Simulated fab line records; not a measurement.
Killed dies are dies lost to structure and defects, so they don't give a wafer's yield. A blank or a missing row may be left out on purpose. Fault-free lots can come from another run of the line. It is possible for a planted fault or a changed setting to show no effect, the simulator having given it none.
fab line records	flow sky130
[record] lots = 13	wafers = 39	lastDay = 50
route steps=708 shown FIELD_ISO@1 PWDE@52 PAD_OPEN@708
lots that met no fault: taken from a fault-free run of the same line
startH: hours from the record's opening day to when the first of the lot's shown wafers began	waitH: how many hours have passed since the lot's step before this one	" unchanged from the row above	L1.1+2: a single row standing in for several wafers	- no value present, or no start provided	* or withheld: withheld	< > ~ a bound
route shown NAME@n: NAME is a module with steps in the file, n the number in the route of the first one	usual: average and standard deviation across the fault-free wafers	same: alike in all rows	chamber/n: place in a boat	sites: readings site by site	_std_site: how widely they spread, as a standard deviation	_edge_site: outer sites' mean less inner sites'	radiusMm: for every site, how far away it sits from the centre of the wafer	mask NAME#n: copy n	behind: the last tool/chamber to shape the wafer	hold: the reason the lot was held/the length of the hold in hours/how it ended	device: transistor that didn't switch, given as n, p or np	end of line: the same wafers' tests at the end of the route	a step with no rows: only its recipe	killed: count of dies lost to structure and defects at first sort (not the wafer's yield)	map: a wafer's dies, x killed, . not, _ none there
set.NAME: the run value of the setting; set.NAME@STEP: its run value at that earlier step	model.NAME: the simulator's own value behind a step, which no gauge read
the route's steps for a sample of lots (tables are steps, rows are wafers)
services: a tool's chamber out of use, with start hour (startH, from the record's first day; less than 0 if before it), hours out, and reason
[[steps]]
[step SKY_FIELD_ISO_BOW_MEAS_00]
[recipe] mode = bow
[usual] INCOMING_BOW = 1/6.2
lot.wafer	tool	chamber	startH	waitH	INCOMING_BOW[um]
L736.3	filmMetro-01	-	10.04	-	-3
L736.4	"	-	"	"	-3
L736.5	"	-	"	"	3
L738.4	filmMetro-01	-	20.06	-	-1
L738.5	"	-	"	"	-12
L738.6	"	-	"	"	4
L741.1	filmMetro-01	-	35.00	-	2
L741.3	"	-	"	"	-3
L741.6	"	-	"	"	5
L742.2	filmMetro-04	-	40.02	-	0
L742.5	"	-	"	"	9
L742.6	"	-	"	"	-2
L743.1	filmMetro-03	-	45.00	-	3
L743.4	"	-	"	"	10
L743.6	"	-	"	"	4
L744.1	filmMetro-03	-	50.00	-	-4
L744.5	"	-	"	"	-8
L744.6	"	-	"	"	-6
L745.2	filmMetro-01	-	55.02	-	-3
L745.3	"	-	"	"	-3
L745.5	"	-	"	"	-2
L750.1	filmMetro-01	-	80.00	-	-7
L750.3	"	-	"	"	5
L750.5	"	-	"	"	0
L752.1	filmMetro-04	-	90.00	-	5
L752.3	"	-	"	"	4
L752.6	"	-	"	"	6
L754.1	filmMetro-03	-	100.00	-	-1
L754.5	"	-	"	"	-6
L754.6	"	-	"	"	-7
L755.2	filmMetro-03	-	105.02	-	-7
L755.3	"	-	"	"	-4
L755.6	"	-	"	"	4
L757.2	filmMetro-01	-	115.02	-	11
L757.4	"	-	"	"	0
L757.5	"	-	"	"	2
L759.1	filmMetro-03	-	125.00	-	2
L759.3	"	-	"	"	-7
L759.5	"	-	"	"	1
[step SKY_FIELD_ISO_THK_MEAS_02]
[recipe] reads = SiO2_of_FIELD_ISO_OXIDATION_01
[usual] FIELD_ISO_OXIDATION_00_THK = 11.97/0.23
lot.wafer	tool	chamber	startH	waitH	FIELD_ISO_OXIDATION_00_THK[nm]
L736.3	filmMetro-03	-	11.65	0.0	11.86
L736.4	"	-	"	"	11.80
L736.5	"	-	"	"	11.71
L738.4	filmMetro-04	-	21.66	0.0	12.18
L738.5	"	-	"	"	12.18
L738.6	"	-	"	"	12.07
L741.1	filmMetro-03	-	39.59	0.0	12.20
L741.3	"	-	"	"	12.12
L741.6	"	-	"	"	11.98
L743.1	filmMetro-03	-	49.36	0.0	12.51
L743.4	"	-	"	"	12.35
L743.6	"	-	"	"	12.12
L742.2	filmMetro-01	-	49.37	0.0	12.10
L742.5	"	-	"	"	12.11
L742.6	"	-	"	"	12.45
L744.1	filmMetro-04	-	56.12	0.0	12.07
L744.5	"	-	"	"	12.14
L744.6	"	-	"	"	12.00
L745.2	filmMetro-03	-	58.89	0.0	11.66
L745.3	"	-	"	"	11.90
L745.5	"	-	"	"	11.96
L750.1	filmMetro-04	-	83.02	0.0	12.16
L750.3	"	-	"	"	11.96
L750.5	"	-	"	"	12.23
L752.1	filmMetro-04	-	92.49	0.0	12.28
L752.3	"	-	"	"	11.99
L752.6	"	-	"	"	12.18
L754.1	filmMetro-01	-	101.99	0.0	12.31
L754.5	"	-	"	"	12.21
L754.6	"	-	"	"	12.46
L755.2	filmMetro-03	-	106.64	0.0	11.69
L755.3	"	-	"	"	11.76
L755.6	"	-	"	"	11.59
L757.2	filmMetro-01	-	117.31	0.0	11.70
L757.4	"	-	"	"	11.53
L757.5	"	-	"	"	11.60
L759.1	filmMetro-01	-	127.55	0.0	11.63
L759.3	"	-	"	"	11.76
L759.5	"	-	"	"	11.57
[step SKY_FIELD_ISO_ETCH_17]
[recipe] targetDepthA = 3420	maskMaterial = Si3N4	chemistry = HBr/Cl2/O2	target = Si	taperDeg = 5	icpW = 600	biasW = 150	pressureMtorr = 15	HBr_flow_sccm = 150	Cl2_flow_sccm = 40	O2_flow_sccm = 6	timeS = 97.7
[usual] drypumpMotorCurrentA = 5.8/0.49	oesProductAu = 1.000/0.014	runLengthS = 125.9/0.45	throttleValvePct = 25.656/0.011
lot.wafer	tool	chamber	startH	waitH	drypumpMotorCurrentA	oesProductAu	rfHoursCounterH	runLengthS	throttleValvePct
L736.3	rieSi-02	1	28.21	0.0	4.8	1.000	81	126.3	25.640
L736.4	"	1	"	"	4.9	0.999	-	126.2	25.635
L736.5	"	3	"	"	5.9	1.013	-	125.4	25.639
L738.4	rieSi-01	3	38.32	0.0	6.1	0.988	40	126.4	25.665
L738.5	"	0	"	"	5.8	0.980	-	125.8	25.661
L738.6	"	3	"	"	6.1	0.998	-	126.5	25.666
L741.1	rieSi-02	2	57.34	0.1	5.7	1.009	72	125.3	25.650
L741.3	"	1	"	"	4.9	0.999	82	126.4	25.661
L741.6	"	2	"	"	5.7	1.027	-	125.8	25.650
L742.2	rieSi-01	1	66.91	0.1	5.5	1.000	142	125.7	25.647
L742.5	"	2	"	"	6.7	0.990	-	126.8	25.660
L742.6	"	1	"	"	5.6	1.002	-	126.2	25.669
L743.1	rieSi-02	2	67.02	0.1	5.7	1.007	72	125.2	25.641
L743.4	"	0	"	"	5.6	0.997	0	126.2	25.664
L743.6	"	0	"	"	5.6	0.995	-	125.8	25.650
L744.1	rieSi-02	2	75.45	0.1	5.7	1.017	72	125.1	25.645
L744.5	"	2	"	"	5.7	1.021	-	125.1	25.640
L744.6	"	1	"	"	4.8	1.007	-	126.1	25.656
L745.2	rieSi-01	3	78.32	0.1	6.1	1.000	40	126.7	25.661
L745.3	"	2	"	"	6.7	0.980	60	126.4	25.669
L745.5	"	2	"	"	6.7	0.988	-	126.3	25.672
L750.1	rieSi-01	2	102.90	0.1	6.7	0.995	61	126.7	25.669
L750.3	"	1	"	"	5.6	1.007	143	125.7	25.656
L750.5	"	1	"	"	5.5	0.997	-	125.6	25.674
L752.1	rieSi-02	0	114.26	0.1	5.6	1.003	0	125.8	25.659
L752.3	"	1	"	"	4.8	1.009	82	126.0	25.671
L752.6	"	2	"	"	5.7	1.023	-	116.4	25.650
L754.1	rieSi-02	0	122.31	0.1	5.6	0.992	0	125.9	25.670
L754.5	"	1	"	"	4.8	0.990	-	126.0	25.660
L754.6	"	2	"	"	5.7	1.005	-	115.9	25.652
L755.2	rieSi-01	0	128.05	0.1	5.9	0.991	23	125.8	25.661
L755.3	"	2	"	"	6.7	1.002	61	126.6	25.654
L755.6	"	3	"	"	6.0	0.994	-	126.9	25.657
L757.2	rieSi-01	0	141.65	0.1	5.9	1.003	24	125.4	25.665
L757.4	"	3	"	"	6.1	0.990	41	126.5	25.661
L757.5	"	0	"	"	5.9	0.983	-	125.6	25.667
L759.1	rieSi-01	3	150.06	0.1	6.0	0.974	41	126.3	25.680
L759.3	"	0	"	"	5.9	0.981	24	125.7	25.664
L759.5	"	1	"	"	5.6	0.982	-	125.6	25.660
[step SKY_PWDE_OVL_MEAS_07]
[usual] PWDE_OVL = -0.4/1.3
lot.wafer	tool	chamber	startH	waitH	PWDE_OVL[nm]
L736.3	overlay-01	-	85.64	-	-0.2
L736.4	"	-	"	"	0.0
L736.5	"	-	"	"	0.1
L738.4	overlay-02	-	93.40	-	-1.8
L738.5	"	-	"	"	-0.7
L738.6	"	-	"	"	-1.8
L741.1	overlay-01	-	100.08	-	-1.2
L741.3	"	-	"	"	-0.4
L741.6	"	-	"	"	-0.4
L742.2	overlay-01	-	108.94	-	2.7
L742.5	"	-	"	"	1.4
L742.6	"	-	"	"	2.0
L743.1	overlay-01	-	109.28	-	-1.5
L743.4	"	-	"	"	-1.5
L743.6	"	-	"	"	-0.1
L744.1	overlay-02	-	119.83	-	0.0
L744.5	"	-	"	"	-0.3
L744.6	"	-	"	"	-0.2
L745.2	overlay-02	-	124.84	-	-0.5
L745.3	"	-	"	"	-0.7
L745.5	"	-	"	"	-2.2
L750.1	overlay-01	-	146.28	-	0.8
L750.3	"	-	"	"	-1.5
L750.5	"	-	"	"	-3.4
L752.1	overlay-01	-	161.00	-	1.2
L752.3	"	-	"	"	-0.1
L752.6	"	-	"	"	0.9
L754.1	overlay-01	-	167.95	-	-1.3
L754.5	"	-	"	"	-1.2
L754.6	"	-	"	"	-1.4
L755.2	overlay-01	-	176.52	-	2.2
L755.3	"	-	"	"	1.7
L755.6	"	-	"	"	1.5
L757.2	overlay-01	-	190.64	-	-3.3
L757.4	"	-	"	"	-2.5
L757.5	"	-	"	"	-2.3
L759.1	overlay-01	-	199.22	-	0.6
L759.3	"	-	"	"	0.1
L759.5	"	-	"	"	0.4
[step SKY_PAD_OPEN_PROBE_99]
[usual] killed_at_M0_to_M3 = 43/7	killed_at_M4_up = 3.1/1.9	killedAtContacts = 25/6.1	killedAtFrontEnd = 15/4.5	killedAtOther = 0.3/0.55	killedDies = 87/8.9	killedOpen = 47/6.4	killedShort = 40/6.6
[same] grossDies = 492	killedAtBackSide = 0
lot.wafer	tool	chamber	startH	waitH	killed_at_M0_to_M3	killed_at_M4_up	killedAtContacts	killedAtFrontEnd	killedAtOther	killedDies	killedOpen	killedShort
L736.3	prober-02	-	1091.30	0.2	41	3	26	14	0	84	45	39
L736.4	prober-02	-	1091.35	0.2	33	0	36	14	0	83	51	32
L736.5	prober-02	-	1091.40	0.2	49	5	28	14	1	97	49	47
L738.4	prober-01	-	1109.27	0.2	51	7	34	19	0	111	51	60
L738.5	prober-01	-	1109.32	0.2	40	7	31	11	0	89	42	45
L738.6	prober-01	-	1109.37	0.2	46	4	21	16	0	87	45	41
L741.1	prober-01	-	1114.94	0.1	54	2	17	17	1	91	47	42
L741.3	prober-01	-	1115.04	0.2	46	1	22	9	1	79	49	29
L741.6	prober-01	-	1115.19	0.2	42	3	20	18	0	83	57	25
L742.2	prober-02	-	1121.77	0.1	44	2	29	22	0	97	45	50
L742.5	prober-02	-	1121.92	0.2	32	9	12	13	0	66	36	28
L742.6	prober-02	-	1121.97	0.2	43	2	27	11	1	84	43	41
L743.1	prober-01	-	1133.58	0.1	52	0	28	15	0	95	51	44
L743.4	prober-01	-	1133.73	0.2	49	4	26	21	1	101	48	53
L743.6	prober-01	-	1133.83	0.2	45	3	15	19	0	82	48	34
L744.1	prober-02	-	1136.17	0.1	44	2	29	16	0	91	56	35
L744.5	prober-02	-	1136.37	0.2	28	3	32	12	0	75	44	31
L744.6	prober-02	-	1136.42	0.2	51	6	25	11	0	93	52	41
L745.2	prober-01	-	1137.56	0.1	65	5	24	14	0	108	61	47
L745.3	prober-01	-	1137.61	0.2	44	3	27	13	0	87	47	40
L745.5	prober-01	-	1137.71	0.2	47	6	29	14	0	96	55	41
L750.1	prober-02	-	1162.87	0.1	49	3	22	12	1	87	46	38
L750.3	prober-02	-	1162.97	0.2	38	4	25	16	1	84	47	37
L750.5	prober-02	-	1163.07	0.2	48	4	27	12	0	91	55	36
L754.1	prober-01	-	1178.39	0.1	45	2	29	18	0	94	46	46
L754.5	prober-01	-	1178.59	0.2	45	4	14	8	0	71	40	30
L754.6	prober-01	-	1178.64	0.2	35	5	35	11	0	86	46	40
L752.1	prober-02	-	1178.56	0.1	53	1	24	17	0	95	49	46
L752.3	prober-02	-	1178.66	0.2	44	2	21	14	2	83	39	44
L752.6	prober-02	-	1178.81	0.2	46	3	22	16	0	87	44	43
L755.2	prober-01	-	1185.31	0.1	36	8	30	18	0	92	47	44
L755.3	prober-01	-	1185.36	0.2	42	2	23	10	0	77	36	41
L755.6	prober-01	-	1185.51	0.2	36	2	32	11	0	81	44	37
L757.2	prober-02	-	1201.98	0.1	38	5	21	19	0	83	43	40
L757.4	prober-02	-	1202.08	0.2	41	4	31	16	0	92	45	47
L757.5	prober-02	-	1202.13	0.2	42	1	27	27	1	98	53	45
L759.1	prober-01	-	1204.27	0.1	47	2	18	18	1	86	40	46
L759.3	prober-01	-	1204.37	0.2	40	1	22	15	0	78	39	39
L759.5	prober-01	-	1204.47	0.2	49	3	26	23	0	101	47	54
// killed by level:class
L736.3 FIELD_ISO:geometricParticle:open=7 CONTACT:geometricParticle:open=7 VIA1:geometricParticle:open=7 LI_CONTACT:geometricParticle:open=6 VIA1:geometricParticle:short=6 METAL2:geometricParticle:short=5 VIA3:geometricParticle:open=5 METAL3:geometricParticle:short=5
L736.4 CONTACT:geometricParticle:open=19 CONTACT:geometricParticle:short=10 VIA1:geometricParticle:open=8 VIA2:geometricParticle:open=7 VIA3:geometricParticle:open=6 LI_CONTACT:geometricParticle:open=5 POLY_GATE:geometricParticle:short=4 VIA1:geometricParticle:short=4
L736.5 VIA1:geometricParticle:short=11 CONTACT:geometricParticle:open=10 VIA1:geometricParticle:open=9 VIA2:geometricParticle:open=8 LI_CONTACT:geometricParticle:short=6 LI_CONTACT:geometricParticle:open=6 VIA2:geometricParticle:short=5 FIELD_ISO:geometricParticle:open=4
L738.4 CONTACT:geometricParticle:open=12 VIA1:geometricParticle:short=9 LI_CONTACT:geometricParticle:open=7 CONTACT:geometricParticle:short=7 VIA1:geometricParticle:open=6 METAL2:geometricParticle:short=6 VIA3:geometricParticle:open=6 FIELD_ISO:geometricParticle:short=5
L738.5 VIA1:geometricParticle:open=9 LI_CONTACT:geometricParticle:open=8 LOCAL_INTERCONNECT:geometricParticle:short=8 CONTACT:geometricParticle:short=6 CONTACT:geometricParticle:open=6 VIA3:geometricParticle:open=6 VIA1:geometricParticle:short=5 METAL2:geometricParticle:short=5
L738.6 CONTACT:geometricParticle:open=9 VIA1:geometricParticle:open=8 VIA3:geometricParticle:open=8 METAL1:geometricParticle:short=8 FIELD_ISO:geometricParticle:short=7 LI_CONTACT:geometricParticle:open=5 METAL3:geometricParticle:short=5 VIA3:geometricParticle:short=5
L741.1 VIA1:geometricParticle:open=13 METAL2:geometricParticle:short=9 VIA3:geometricParticle:open=8 VIA1:geometricParticle:short=6 VIA2:geometricParticle:short=6 CONTACT:geometricParticle:open=5 FIELD_ISO:geometricParticle:open=4 LOCAL_INTERCONNECT:geometricParticle:short=4
L741.3 VIA1:geometricParticle:open=13 VIA3:geometricParticle:open=9 VIA2:geometricParticle:open=8 CONTACT:geometricParticle:open=8 LI_CONTACT:geometricParticle:open=6 METAL2:geometricParticle:short=5 CONTACT:geometricParticle:short=4 POLY_GATE:geometricParticle:open=3
L741.6 CONTACT:geometricParticle:open=11 METAL2:geometricParticle:short=8 VIA1:geometricParticle:open=8 VIA2:geometricParticle:open=7 LI_CONTACT:geometricParticle:open=7 POLY_GATE:geometricParticle:open=6 VIA3:geometricParticle:open=6 POLY_GATE:geometricParticle:short=4
L742.2 CONTACT:geometricParticle:open=9 VIA1:geometricParticle:open=8 FIELD_ISO:geometricParticle:short=7 VIA2:geometricParticle:short=7 CONTACT:geometricParticle:short=6 LI_CONTACT:geometricParticle:open=6 LOCAL_INTERCONNECT:geometricParticle:short=5 POLY_GATE:geometricParticle:short=5
L742.5 VIA1:geometricParticle:open=6 METAL2:geometricParticle:short=6 VIA3:geometricParticle:open=6 METAL4:geometricParticle:short=6 FIELD_ISO:geometricParticle:open=5 CONTACT:geometricParticle:open=5 VIA2:geometricParticle:open=5 LI_CONTACT:geometricParticle:open=3
L742.6 CONTACT:geometricParticle:open=11 LI_CONTACT:geometricParticle:open=7 VIA1:geometricParticle:open=7 VIA2:geometricParticle:open=7 METAL1:geometricParticle:short=6 VIA1:geometricParticle:short=5 METAL3:geometricParticle:short=5 CONTACT:geometricParticle:short=4
L743.1 CONTACT:geometricParticle:open=11 LI_CONTACT:geometricParticle:open=10 VIA1:geometricParticle:open=9 VIA1:geometricParticle:short=8 VIA2:geometricParticle:open=8 METAL1:geometricParticle:short=7 VIA3:geometricParticle:short=7 FIELD_ISO:geometricParticle:open=5
L743.4 VIA1:geometricParticle:open=10 FIELD_ISO:geometricParticle:short=8 LI_CONTACT:geometricParticle:open=8 VIA1:geometricParticle:short=8 VIA2:geometricParticle:open=8 CONTACT:geometricParticle:short=6 CONTACT:geometricParticle:open=6 FIELD_ISO:geometricParticle:open=4
L743.6 VIA1:geometricParticle:open=16 VIA2:geometricParticle:open=9 FIELD_ISO:geometricParticle:short=6 CONTACT:geometricParticle:open=5 FIELD_ISO:geometricParticle:open=5 METAL1:geometricParticle:short=5 VIA3:geometricParticle:open=4 POLY_GATE:geometricParticle:short=3
L744.1 CONTACT:geometricParticle:open=14 VIA1:geometricParticle:open=14 LI_CONTACT:geometricParticle:open=8 FIELD_ISO:geometricParticle:open=7 METAL3:geometricParticle:short=7 VIA3:geometricParticle:short=6 LOCAL_INTERCONNECT:geometricParticle:short=5 METAL2:geometricParticle:short=4
L744.5 LI_CONTACT:geometricParticle:open=12 CONTACT:geometricParticle:open=12 VIA1:geometricParticle:open=10 FIELD_ISO:geometricParticle:short=6 VIA1:geometricParticle:short=4 METAL2:geometricParticle:short=4 VIA3:geometricParticle:open=4 LI_CONTACT:geometricParticle:short=3
L744.6 CONTACT:geometricParticle:open=12 VIA1:geometricParticle:open=11 VIA1:geometricParticle:short=10 VIA3:geometricParticle:open=9 METAL2:geometricParticle:short=6 FIELD_ISO:geometricParticle:open=5 METAL1:geometricParticle:short=4 VIA2:geometricParticle:open=4
L745.2 VIA1:geometricParticle:open=22 VIA1:geometricParticle:short=12 CONTACT:geometricParticle:short=10 VIA2:geometricParticle:open=9 VIA3:geometricParticle:open=8 LI_CONTACT:geometricParticle:open=5 CONTACT:geometricParticle:open=5 METAL1:geometricParticle:short=4
L745.3 VIA1:geometricParticle:open=18 VIA3:geometricParticle:open=8 CONTACT:geometricParticle:open=7 LI_CONTACT:geometricParticle:open=6 CONTACT:geometricParticle:short=6 LOCAL_INTERCONNECT:geometricParticle:short=5 POLY_GATE:geometricParticle:short=4 METAL1:geometricParticle:short=4
L745.5 VIA1:geometricParticle:open=14 CONTACT:geometricParticle:open=12 CONTACT:geometricParticle:short=9 VIA2:geometricParticle:open=7 VIA3:geometricParticle:open=7 METAL2:geometricParticle:short=5 LI_CONTACT:geometricParticle:open=4 FIELD_ISO:geometricParticle:open=3
L750.1 VIA1:geometricParticle:open=11 VIA2:geometricParticle:open=9 VIA3:geometricParticle:open=9 METAL1:geometricParticle:short=7 LOCAL_INTERCONNECT:geometricParticle:short=6 CONTACT:geometricParticle:open=6 CONTACT:geometricParticle:short=5 LI_CONTACT:geometricParticle:open=4
L750.3 CONTACT:geometricParticle:open=10 VIA1:geometricParticle:open=10 VIA2:geometricParticle:open=7 FIELD_ISO:geometricParticle:open=6 LOCAL_INTERCONNECT:geometricParticle:short=6 CONTACT:geometricParticle:short=4 METAL1:geometricParticle:short=4 POLY_GATE:geometricParticle:short=3
L750.5 LI_CONTACT:geometricParticle:open=11 VIA1:geometricParticle:open=9 VIA2:geometricParticle:open=8 VIA3:geometricParticle:open=8 VIA1:geometricParticle:short=7 CONTACT:geometricParticle:open=7 METAL1:geometricParticle:short=7 POLY_GATE:geometricParticle:short=4
L754.1 VIA1:geometricParticle:open=13 LI_CONTACT:geometricParticle:open=8 LOCAL_INTERCONNECT:geometricParticle:short=7 VIA2:geometricParticle:open=6 CONTACT:geometricParticle:short=6 POLY_GATE:geometricParticle:short=5 METAL2:geometricParticle:short=5 FIELD_ISO:geometricParticle:short=4
L752.1 CONTACT:geometricParticle:open=8 VIA1:geometricParticle:open=8 METAL2:geometricParticle:short=8 LI_CONTACT:geometricParticle:open=7 VIA1:geometricParticle:short=7 VIA2:geometricParticle:open=7 FIELD_ISO:geometricParticle:open=5 POLY_GATE:geometricParticle:short=5
L754.5 VIA2:geometricParticle:open=10 METAL2:geometricParticle:short=10 VIA1:geometricParticle:open=10 VIA3:geometricParticle:open=7 LOCAL_INTERCONNECT:geometricParticle:short=4 LI_CONTACT:geometricParticle:open=3 CONTACT:geometricParticle:open=3 VIA2:geometricParticle:short=3
L754.6 CONTACT:geometricParticle:open=14 CONTACT:geometricParticle:short=8 VIA1:geometricParticle:open=8 LI_CONTACT:geometricParticle:open=7 FIELD_ISO:geometricParticle:open=4 METAL2:geometricParticle:short=4 METAL3:geometricParticle:short=4 VIA2:geometricParticle:short=4
L752.3 VIA2:geometricParticle:open=7 FIELD_ISO:geometricParticle:open=6 CONTACT:geometricParticle:short=6 VIA3:geometricParticle:open=6 METAL2:geometricParticle:short=6 CONTACT:geometricParticle:open=5 METAL1:geometricParticle:short=5 VIA1:geometricParticle:short=5
L752.6 VIA1:geometricParticle:open=14 FIELD_ISO:geometricParticle:short=7 CONTACT:geometricParticle:short=6 VIA1:geometricParticle:short=6 LI_CONTACT:geometricParticle:open=5 CONTACT:geometricParticle:open=5 VIA2:geometricParticle:open=5 FIELD_ISO:geometricParticle:open=4
L755.2 CONTACT:geometricParticle:open=10 LI_CONTACT:geometricParticle:open=8 CONTACT:geometricParticle:short=7 VIA1:geometricParticle:open=7 FIELD_ISO:geometricParticle:short=6 METAL4:geometricParticle:short=6 METAL1:geometricParticle:short=5 POLY_GATE:geometricParticle:short=4
L755.3 CONTACT:geometricParticle:open=10 METAL2:geometricParticle:short=9 LI_CONTACT:geometricParticle:open=6 VIA1:geometricParticle:short=6 VIA1:geometricParticle:open=6 VIA3:geometricParticle:open=6 LOCAL_INTERCONNECT:geometricParticle:short=5 FIELD_ISO:geometricParticle:short=4
L755.6 CONTACT:geometricParticle:open=13 VIA1:geometricParticle:open=8 LI_CONTACT:geometricParticle:open=7 VIA3:geometricParticle:open=7 CONTACT:geometricParticle:short=5 METAL2:geometricParticle:short=5 LOCAL_INTERCONNECT:geometricParticle:short=4 FIELD_ISO:geometricParticle:open=3
L757.2 POLY_GATE:geometricParticle:short=7 LI_CONTACT:geometricParticle:open=7 CONTACT:geometricParticle:open=7 VIA1:geometricParticle:open=6 METAL1:geometricParticle:short=6 VIA2:geometricParticle:open=6 METAL2:geometricParticle:short=6 FIELD_ISO:geometricParticle:open=5
L757.4 VIA1:geometricParticle:open=14 CONTACT:geometricParticle:open=12 CONTACT:geometricParticle:short=11 FIELD_ISO:geometricParticle:short=7 POLY_GATE:geometricParticle:short=4 LI_CONTACT:geometricParticle:open=4 VIA3:geometricParticle:open=4 VIA2:geometricParticle:short=4
L757.5 CONTACT:geometricParticle:open=9 VIA2:geometricParticle:open=9 POLY_GATE:geometricParticle:short=8 LI_CONTACT:geometricParticle:open=8 METAL2:geometricParticle:short=8 FIELD_ISO:geometricParticle:open=7 VIA1:geometricParticle:open=6 CONTACT:geometricParticle:short=6
L759.1 POLY_GATE:geometricParticle:short=7 VIA3:geometricParticle:open=7 CONTACT:geometricParticle:open=7 VIA1:geometricParticle:open=7 METAL1:geometricParticle:short=6 VIA2:geometricParticle:open=5 METAL2:geometricParticle:short=5 METAL3:geometricParticle:short=4
L759.3 CONTACT:geometricParticle:open=9 VIA3:geometricParticle:open=8 VIA1:geometricParticle:open=7 FIELD_ISO:geometricParticle:short=6 METAL2:geometricParticle:short=5 LI_CONTACT:geometricParticle:short=4 METAL1:geometricParticle:short=4 CONTACT:geometricParticle:short=4
L759.5 VIA1:geometricParticle:open=11 METAL1:geometricParticle:short=8 FIELD_ISO:geometricParticle:short=7 POLY_GATE:geometricParticle:short=7 LI_CONTACT:geometricParticle:open=7 CONTACT:geometricParticle:open=7 CONTACT:geometricParticle:short=7 METAL2:geometricParticle:short=7
[[services]]
tool	chamber	startH	hours	kind
rieSi-01	0	13.40	6.8	repair
rieSi-02	0	23.10	-	clean
rieSi-02	0	23.10	33.0	scheduledDown
rieSi-02	0	23.10	33.0	ventCycle
rieSi-01	-	60.54	0.9	repair
rieSi-01	-	79.47	2.8	pm
rieSi-01	1	114.14	-	clean
rieSi-01	1	114.14	14.8	scheduledDown
rieSi-01	1	114.14	14.8	ventCycle
rieSi-02	3	144.38	-	clean
rieSi-02	3	144.38	15.6	scheduledDown
rieSi-02	3	144.38	15.6	ventCycle
[[key]]
[firstSign] step = SKY_FIELD_ISO_ETCH_17	reading = runLengthS	direction = down	sigmas = 21	usual = *	struck = *
effect none on later readings
metAt SKY_FIELD_ISO_ETCH_17
struckLots L752,L754
struckWafers L752.6,L754.6
testerLeftOut L752,L754
notActingAt SKY_FIELD_ISO_BOW_MEAS_00,SKY_FIELD_ISO_THK_MEAS_02,SKY_PWDE_OVL_MEAS_07
onsetBetween 75.45 114.26
[fault] kind = processParameterDrift	tool = rieSi-02	chamber = 2	onsetH = 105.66	steps = SKY_FIELD_ISO_ETCH_17	channel = timeS	offset = *	shape = step	endH = 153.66	actsIn = *	stated = *
// testerLeftOut: of these lots the tester's yield and bins aren't shown, on N5 and GAA mostly nor the transistor test; their killed dies are dies lost to structure and defects alone, not to doping, threshold or leakage, so they don't give the yield
